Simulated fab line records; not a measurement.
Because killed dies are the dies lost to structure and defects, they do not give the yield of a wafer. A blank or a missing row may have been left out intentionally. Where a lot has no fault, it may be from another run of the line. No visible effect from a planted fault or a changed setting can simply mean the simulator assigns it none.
Which tool is to blame? ; flow sky130 ; Sampling: 15 lots, 43 wafers, 5 of 708 route steps

== WHAT EACH GAUGE READ, for each wafer ==
SKY_SD_N_CD_MEAS_07: the cd target is 380 nm. Usual: cdNm 379.8 nm, standard deviation 2.5.
lot;measured;on;cdNm (nm);flag
L995;day 27 13:46;cdSem-02;381.7 382.4 384.1;
L996;day 27 19:40;cdSem-02;375.7 377.7 377.4;
L997;day 28 12:38;cdSem-02;378.9 379.3;
L998;day 28 18:34;cdSem-02;382.4 383.3 383.5;
L999;day 29 04:52;cdSem-01;384.0 381.2 383.6;
L100;day 29 10:49;cdSem-02;381.1 384.2;
L107;day 31 10:28;cdSem-02;380.2 382.5 380.7;
L108;day 31 17:59;cdSem-01;380.0 379.0 377.6;
L109;day 32 05:28;cdSem-02;378.0 378.0 377.8;
L112;day 33 05:23;cdSem-02;375.7 380.5 378.9;
L114;day 34 01:05;cdSem-02;376.3 378.7 376.3;
L113;day 34 03:16;cdSem-01;377.4 379.1 378.0;
L115;day 34 12:30;cdSem-01;381.2 378.6 381.5;
L116;day 34 14:28;cdSem-01;377.9 378.8 378.6;
L117;day 34 17:11;cdSem-01;379.0 378.7 382.1;

SKY_SD_N_TW_MEAS_12. Usual: SD_N_TW gives 4017 (standard deviation 34).
lot;measured;on;SD_N_TW;flag
L995;day 27 14:20;filmMetro-02;4010 4021 4021;
L996;day 27 20:13;filmMetro-04;4059 4056 4057;
L997;day 28 13:11;filmMetro-03;3947 3956;
L998;day 28 19:07;filmMetro-04;4040 4070 4035;
L999;day 29 05:25;filmMetro-03;3945 3933 3943;
L100;day 29 11:22;filmMetro-04;4032 4008;
L107;day 31 11:01;filmMetro-04;4036 4027 4037;
L108;day 31 18:32;filmMetro-04;4048 4047 4060;
L109;day 32 06:01;filmMetro-04;4039 4058 4041;
L112;day 33 05:56;filmMetro-03;4003 3986 4019;
L114;day 34 01:38;filmMetro-04;4056 4043 4047;
L113;day 34 03:49;filmMetro-02;3983 3982 4000;
L115;day 34 13:04;filmMetro-02;4014 4004 4001;
L116;day 34 15:02;filmMetro-04;4047 4060 4057;
L117;day 34 17:44;filmMetro-04;4037 4042 4052;

SKY_LOCAL_INTERCONNECT_CD_MEAS_11: the cd target is 170 nm. Usual: cdNm 169.9 nm, standard deviation 1.8.
lot;measured;on;cdNm (nm);flag
L995;day 30 01:08;cdSem-02;169.5 167.1 168.5;
L996;day 30 06:48;cdSem-02;168.5 168.5 168.9;
L997;day 30 22:21;cdSem-01;134.6 171.1 134.3 170.8;OFF
L998;day 31 04:32;cdSem-01;136.3 171.7 172.6 136.6 171.6 172.5;OFF
L999;day 31 14:41;cdSem-01;172.2 170.9 171.1;
L100;day 31 18:48;cdSem-02;134.4 169.9 134.9 169.9;OFF
L107;day 33 17:35;cdSem-02;167.6 169.6 169.1;
L108;day 34 01:06;cdSem-01;171.1 169.0 171.8;
L109;day 34 12:23;cdSem-01;167.1 166.7 167.3;
L112;day 35 12:40;cdSem-01;168.1 167.6 169.5;
L114;day 36 09:07;cdSem-02;170.0 171.5 170.8;
L113;day 36 11:14;cdSem-02;170.5 171.7 171.4;
L115;day 36 20:22;cdSem-01;167.2 167.4 168.3;
L116;day 36 22:24;cdSem-02;169.8 170.8 170.8;
L117;day 37 01:32;cdSem-01;169.1 169.1 169.5;

== WHAT TOOL EACH LOT RAN ON (gives the tool, then ch and the chambers of the sampled wafers, and finally the start) ==
lot;SKY_LI_CONTACT_SPUTTER_20;SKY_LOCAL_INTERCONNECT_EXPOSE_08
L995;pvdSputter-02, day 28 20:30;krfScanner-02 ch 0, day 29 11:52
L996;pvdSputter-02, day 29 02:07;krfScanner-02 ch 0, day 29 17:25
L997;pvdSputter-01, day 29 18:43;krfScanner-02 ch 0, day 30 09:05
L998;pvdSputter-03, day 30 01:15;krfScanner-02 ch 0, day 30 15:32
L999;pvdSputter-01, day 30 11:25;krfScanner-01 ch 0, day 31 02:04
L100;pvdSputter-03, day 30 15:58;krfScanner-02 ch 0, day 31 05:58
L107;pvdSputter-02, day 32 14:39;krfScanner-01 ch 0, day 33 04:39
L108;pvdSputter-03, day 32 21:55;krfScanner-01 ch 0, day 33 12:05
L109;pvdSputter-03, day 33 09:25;krfScanner-01 ch 0, day 33 23:31
L112;pvdSputter-02, day 34 09:25;krfScanner-02 ch 0, day 34 23:38
L114;pvdSputter-02, day 35 05:31;krfScanner-01 ch 0, day 35 20:04
L113;pvdSputter-01, day 35 07:37;krfScanner-02 ch 0, day 35 22:23
L115;pvdSputter-02, day 35 17:25;krfScanner-02 ch 0, day 36 07:18
L116;pvdSputter-02, day 35 19:10;krfScanner-01 ch 0, day 36 09:38
L117;pvdSputter-01, day 35 22:07;krfScanner-02 ch 0, day 36 12:05
- SKY_LI_CONTACT_SPUTTER_20: material TiN, target thk 20 nm, time 80 s.
- SKY_LOCAL_INTERCONNECT_EXPOSE_08: exposes mask LI1M, target cd 170 nm.

== WHAT THE TOOLS THEMSELVES READ (means of the sampled wafers that have a number; where no wafer has one, the mark that the record gives instead) ==
SKY_LI_CONTACT_SPUTTER_20. Usual: chamberPressurePa 5.001 Pa, standard deviation 0.0096; throttleValvePct 29.5 %, standard deviation 1.5.
lot;tool;chamberPressurePa (Pa);throttleValvePct (%);flag
L995;pvdSputter-02;4.994;29.5;
L996;pvdSputter-02;5.002;30.5;
L997;pvdSputter-01;5.008;30.2;
L998;pvdSputter-03;5.009;30.0;
L999;pvdSputter-01;5.006;28.9;
L100;pvdSputter-03;5.003;29.6;
L107;pvdSputter-02;4.996;29.7;
L108;pvdSputter-03;4.996;28.9;
L109;pvdSputter-03;5.000;30.2;
L112;pvdSputter-02;5.007;27.8;
L114;pvdSputter-02;4.994;27.5;
L113;pvdSputter-01;5.012;29.9;
L115;pvdSputter-02;5.002;28.6;
L116;pvdSputter-02;4.993;29.3;
L117;pvdSputter-01;5.002;28.9;

== THE ANSWER, worked out from the rows above alone ==
Rule: take the mean of a lot's wafers that have a number; if it is more than 3 standard deviations from the usual mean, the lot is off. Also off: a lot with no number at a reading for which 4 or more lots have one. All remaining lots with rows at the step are treated as sound. After the gauges, taken in route order, come the tools' own readings; for these a lot's mean is taken, as printed above. At the first step where some lot is off, the reading lying furthest off is the one used; lots without a number count as furthest.
Off at SKY_LOCAL_INTERCONNECT_CD_MEAS_11 (cdNm): L997, L998, L100.
A tool fits if, at a process step before that reading, it ran every lot that is off, and no sound lot after the first of them. The gauges at SKY_LOCAL_INTERCONNECT_CD_MEAS_11 are tried like those tools. No candidate that was tried fits.

== WHAT WAS PUT IN BY THE SIMULATOR ==
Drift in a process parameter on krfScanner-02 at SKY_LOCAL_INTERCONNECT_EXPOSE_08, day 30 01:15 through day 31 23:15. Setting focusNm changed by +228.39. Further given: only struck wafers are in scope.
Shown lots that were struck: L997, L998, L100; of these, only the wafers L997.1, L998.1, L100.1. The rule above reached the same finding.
